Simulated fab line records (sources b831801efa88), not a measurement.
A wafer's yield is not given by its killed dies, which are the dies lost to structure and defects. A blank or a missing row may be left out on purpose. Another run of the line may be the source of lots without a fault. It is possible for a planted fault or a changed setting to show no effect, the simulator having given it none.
A lot that was struck, set against a sound lot || flow sky130 || 17 steps out of a route of 708
Sound: wafers L175.1, L175.5, L175.6. Struck: wafers L187.1, L187.6. (L187.2 of the same lot was not struck and is left out.) The cause comes at the end.
Each step with rows lists, per side, the tool, then ch with its chambers, then its first start. Under that, the readings that differ: sound wafers || struck wafers || difference of the means || sigmas: that difference in standard deviations of wafers without a fault.
alike: readings with means less than 2 such deviations apart, plus words and numbers identical on both sides. not compared: withheld readings, readings lacking a value on some wafer, bounds such as >300 that could conceal the same value, and numbers that have no deviation in the record and whose values overlap.
Wherever a step has rows on one side only, a row that says differs or no value, or a row with sigmas, the two part there. When numbers do not overlap yet have no deviation, they are printed without sigmas and do not part them. A reading that every wafer of one side lacks parts them only if that side has two wafers or more.

SKY_VIA1_CMP_02: polishes SiO2.
  sound on cmp-01 ch 0,3, day 35 08:37; struck on cmp-02 ch 3, day 39 05:34
  alike: motorCurrentA
SKY_VIA1_BOW_MEAS_03:
  sound: filmMetro-03 at day 35 08:55; struck: filmMetro-01 at day 39 05:52
  alike: VIA1_BOW
then, 8 steps without rows for these wafers: SKY_VIA1_DEHYDRATE_04 (time 60 s); SKY_VIA1_HMDS_05 (prime time 60 s); SKY_VIA1_COAT_06 (resist thk 60 nm); SKY_VIA1_COAT_07 (resist thk 450 nm); SKY_VIA1_SOFTBAKE_08 (time 90 s); SKY_VIA1_EXPOSE_09 (exposes mask VIM, target cd 150 nm); SKY_VIA1_PEB_10; SKY_VIA1_DEVELOP_11 (develop time 60 s).
SKY_VIA1_CD_MEAS_12 targets a cd of 150 nm.
  sound: cdSem-02 at day 36 11:09; struck: cdSem-01 at day 40 05:57
  alike: cdNm
SKY_VIA1_OVL_MEAS_13:
  sound: overlay-01 at day 36 11:16; struck: overlay-02 at day 40 06:04
  alike: VIA1_OVL
SKY_VIA1_ETCH_14: etches BARC in N2/H2, stops on SiO2, time 45.9 s, target depth 60 nm.
  sound on rieDiel-04 ch 0,1,2, day 36 11:19; struck on rieDiel-01 ch 0, day 40 06:07
{"reading": "n2FlowSccm (sccm)", "sound": "100.3 100.2 100.4", "struck": "99.6 99.5", "difference": -0.8, "sigmas": -2}
{"reading": "rfFwdPowerW (W)", "sound": "489.9 493.0 494.9", "struck": "576.8 576.9", "difference": "+84.2", "sigmas": "+32"}
{"reading": "model.KrF-thick_of_VIA1_COAT_07.thkNm (nm)", "sound": "391.3 392.8 391.5", "struck": "385.3 385.9", "difference": -6.3, "sigmas": ""}
  alike: drypumpMotorCurrentA, oesProductAu, throttleValvePct
  not compared: rfHoursCounterH
SKY_VIA1_ETCH_15: etches SiO2 in C4F8/O2/Ar, stops on TiN, target depth 351 nm, time 54 s.
  sound on rieDiel-04 ch 0,1,2, day 36 11:21; struck on rieDiel-01 ch 0, day 40 06:09
{"reading": "model.KrF-thick_of_VIA1_COAT_07.thkNm (nm)", "sound": "322.5 324 321.5", "struck": "315.5 316.5", "difference": -6.7, "sigmas": ""}
  alike: oesProductAu, rfFwdPowerW
  not compared: rfHoursCounterH
SKY_VIA1_STRIP_16: strips in O2/N2.
  sound on plasmaAsher-02 ch 0,1, day 36 11:24; struck on plasmaAsher-01 ch 0,1, day 40 06:12
{"reading": "stripTimeToEndpointS (s)", "sound": "4.451 4.475 4.439", "struck": "4.384 4.393", "difference": -0.066, "sigmas": -3}
  alike: drypumpMotorCurrentA, n2FlowSccm, o2FlowSccm, oesProductAu
  not compared: rfHoursCounterH
then, 1 step without rows for these wafers: SKY_VIA1_STRIP_17 (strips in post etch residue remover, time 1200 s).
-- the record jumps here: 10 days lie between the struck wafers' starts before and after (it left off in module VIA1 and takes up again in module PAD_OPEN, whose first step shown is number 708 of the route) --
SKY_PAD_OPEN_PROBE_99:
  sound: prober-02 at day 47 16:29; struck: prober-01 at day 50 09:18
  alike: defectLimitedYield, killed_at_M0_to_M3, killed_at_M4_up, killedAtContacts, killedAtFrontEnd, killedAtOther, killedDies, killedOpen, killedShort, sort_bin_3_pad_short, sort_bin_5_function, sort_bin_6_memory, sortNPass, sortYieldPct

== WHERE THEY PART ==
Earliest at SKY_VIA1_ETCH_14; latest, in this record, at SKY_VIA1_STRIP_16. Later steps at which nothing parts them and some readings are alike: SKY_PAD_OPEN_PROBE_99.

WHY: whatever the simulator had introduced
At SKY_VIA1_ETCH_14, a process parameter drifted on rieDiel-01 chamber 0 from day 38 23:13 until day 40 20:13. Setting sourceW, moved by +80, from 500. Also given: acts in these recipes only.
